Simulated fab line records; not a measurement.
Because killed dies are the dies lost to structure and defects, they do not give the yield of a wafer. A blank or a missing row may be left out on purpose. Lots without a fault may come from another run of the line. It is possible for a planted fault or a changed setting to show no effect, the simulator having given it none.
A struck lot beside a sound one :: flow sky130 :: 35 out of 708 route steps
Sound: wafers L117.2, L117.3, L117.6. The struck wafers were L136.4, L136.5, L136.6. Last of all comes the cause.
Each step with rows lists, per side, the tool, then ch with its chambers, then its first start. Under that, the readings that differ: sound wafers :: struck wafers :: difference of the means :: sigmas: that difference in standard deviations of wafers without a fault.
alike: words and numbers the same on both sides, and readings whose means are apart by under 2 such deviations; not compared: readings that were withheld, readings missing a value for some wafer, numbers with overlapping values and no deviation given by the record, and bounds like >300 which may hide the same value.
The two part at a step that has a row with sigmas, a row that says differs or no value, or rows on one side only. When numbers do not overlap yet have no deviation, they are printed without sigmas and do not part them. Lack of a reading on every wafer of one side parts them only where that side has two or more wafers.

first, 4 steps without rows for these wafers: SKY_METAL5_SOFTBAKE_10 (time 60 s); SKY_METAL5_EXPOSE_11 (exposes mask MM5, target cd 1600 nm); SKY_METAL5_PEB_12; SKY_METAL5_DEVELOP_13 (develop time 60 s).
SKY_METAL5_DESCUM_14: chemistry O2, time 11 s.
  sound on rie_metal-03 ch 0,1, day 44 10:38; struck on rie_metal-04 ch 0,1, day 49 01:38
  alike: drypump_motor_current_A, oes_product_au
  not compared: rf_hours_counter_h
SKY_METAL5_METAL_ETCH_15: etches the open film in Cl2/BCl3, stops on SiO2, target depth 1260 nm, time 252 s.
  sound on rie_metal-03 ch 0,1, day 44 10:40; struck on rie_metal-04 ch 0,1, day 49 01:44
  alike: drypump_motor_current_A, mfc_cl2_sccm, oes_product_au, throttle_valve_pct
  not compared: rf_hours_counter_h
SKY_METAL5_STRIP_16: strips in O2/N2.
  sound on plasma_asher-02 ch 0,1, day 44 10:54; struck on plasma_asher-01 ch 0,1, day 49 01:56
  alike: drypump_motor_current_A, oes_product_au, strip_time_to_endpoint_s
  not compared: rf_hours_counter_h
then, 3 steps without rows for these wafers: SKY_METAL5_STRIP_17 (strips in post etch residue remover, time 1200 s); SKY_METAL5_CLEAN_18 (cleans in IPA, time 180 s); SKY_METAL5_CLEAN_19 (cleans in O3/DIW).
SKY_PASSIVATION_CVD_00: deposits SiO2, target thk 90 nm.
  sound on pecvd-01 ch 1,2, day 44 11:29; struck on pecvd-02 ch 0,1,2, day 49 02:30
  alike: heater_power_w, rf_fwd_power_W, susceptor_temp_C
SKY_PASSIVATION_THK_MEAS_01:
  sound on film_metro-04 at day 44 11:31; struck on film_metro-03 at day 49 02:32
  alike: PASSIVATION_CVD_00_THK
SKY_PASSIVATION_CVD_02: deposits Si3N4, target thk 540 nm.
  sound on pecvd-04 ch 0,2, day 44 11:34; struck on pecvd-04 ch 0,1, day 49 02:41
reading: rf_fwd_power_W (W)
sound: 450.3 452.0 448.4
struck: 629.6 628.8 630.0
difference: +179.2
sigmas: +99 or more

reading: model.Si3N4_of_PASSIVATION_CVD_02.thk_nm (nm)
sound: 532.7 537.9 540.7
struck: 598.7 598.1 607.3
difference: +64.3
sigmas: 
  alike: heater_power_w, susceptor_temp_C
SKY_PASSIVATION_THK_MEAS_03:
  sound on film_metro-02 at day 44 11:49; struck on film_metro-04 at day 49 02:56
reading: PASSIVATION_CVD_02_THK (nm)
sound: 533 538 541
struck: 599 598 607
difference: +64
sigmas: +9
then, 7 steps without rows for these wafers: SKY_PASSIVATION_DEHYDRATE_04 (time 60 s); SKY_PASSIVATION_HMDS_05 (prime time 60 s); SKY_PASSIVATION_COAT_06 (resist thk 3000 nm); SKY_PASSIVATION_SOFTBAKE_07; SKY_PASSIVATION_EXPOSE_08 (exposes mask NSM, target cd 3000 nm); SKY_PASSIVATION_PEB_09; SKY_PASSIVATION_DEVELOP_10 (develop time 60 s).
SKY_PASSIVATION_ETCH_11: etches the open film in CF4/O2, stops on AlCu, target depth 725 nm, time 161.1 s.
  sound on rie_diel-04 ch 1,2,3, day 45 08:53; struck on rie_diel-03 ch 0,1,2, day 49 19:47
  alike: cf4_flow_sccm, drypump_motor_current_A, oes_product_au, throttle_valve_pct
  not compared: rf_hours_counter_h, model.PASSIVATION.feature_depth_nm, model.etch.depth_nm
SKY_PASSIVATION_STRIP_12: strips in O2/N2.
  sound on plasma_asher-01 ch 0,1, day 45 08:59; struck on plasma_asher-04 ch 0,1, day 49 19:52
  alike: drypump_motor_current_A, oes_product_au, strip_time_to_endpoint_s
  not compared: rf_hours_counter_h
then, 7 steps without rows for these wafers: SKY_PAD_OPEN_DEHYDRATE_00 (time 60 s); SKY_PAD_OPEN_HMDS_01 (prime time 60 s); SKY_PAD_OPEN_COAT_02 (resist thk 3000 nm); SKY_PAD_OPEN_SOFTBAKE_03; SKY_PAD_OPEN_EXPOSE_04 (exposes mask PDM, target cd 60000 nm); SKY_PAD_OPEN_PEB_05; SKY_PAD_OPEN_DEVELOP_06 (develop time 60 s).
SKY_PAD_OPEN_ETCH_07: etches the open film in CF4/O2, stops on AlCu, target depth 725 nm, time 161.1 s.
  sound on rie_diel-01 ch 0,2, day 46 05:48; struck on rie_diel-02 ch 0,1, day 50 12:02
  alike: cf4_flow_sccm, drypump_motor_current_A, oes_product_au, throttle_valve_pct
  not compared: rf_hours_counter_h, model.PAD_OPEN.feature_depth_nm, model.etch.depth_nm
then, 1 step without rows for these wafers: SKY_PAD_OPEN_STRIP_08 (strips in O2/N2).
SKY_PAD_OPEN_STRIP_09: strips in post etch residue remover, time 1200 s.
  sound on wet_bench-01 ch 1, day 46 06:00; struck on wet_bench-01 ch 2, day 50 12:15
reading: model.Si3N4_of_PASSIVATION_CVD_02.thk_nm (nm)
sound: 532.3 537.5 540.3
struck: 598.3 597.8 606.9
difference: +64.3
sigmas: 
then, 1 step without rows for these wafers: SKY_PAD_OPEN_CLEAN_10 (cleans in IPA, time 180 s).
SKY_PAD_OPEN_PROBE_99:
  sound on prober-01 at day 46 08:10; struck on prober-02 at day 50 14:34
  alike: defect_limited_yield, killed_at_M0_to_M3, killed_at_M4_up, killed_at_contacts, killed_at_front_end, killed_at_other, killed_dies, killed_open, killed_short, model.etest.tester.sort_bin_4_pct
  not compared: model.etest.pad.probe_ohm

## WHERE THEY PART
At SKY_PASSIVATION_CVD_02 first; at SKY_PASSIVATION_THK_MEAS_03 last (within this record only). Later steps at which nothing parts them and some readings are alike: SKY_PASSIVATION_ETCH_11, SKY_PASSIVATION_STRIP_12, SKY_PAD_OPEN_ETCH_07, SKY_PAD_OPEN_PROBE_99.

WHY: what had been put in by the simulator
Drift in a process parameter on pecvd-04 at SKY_PASSIVATION_CVD_02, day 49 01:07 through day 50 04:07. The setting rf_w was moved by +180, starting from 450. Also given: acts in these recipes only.
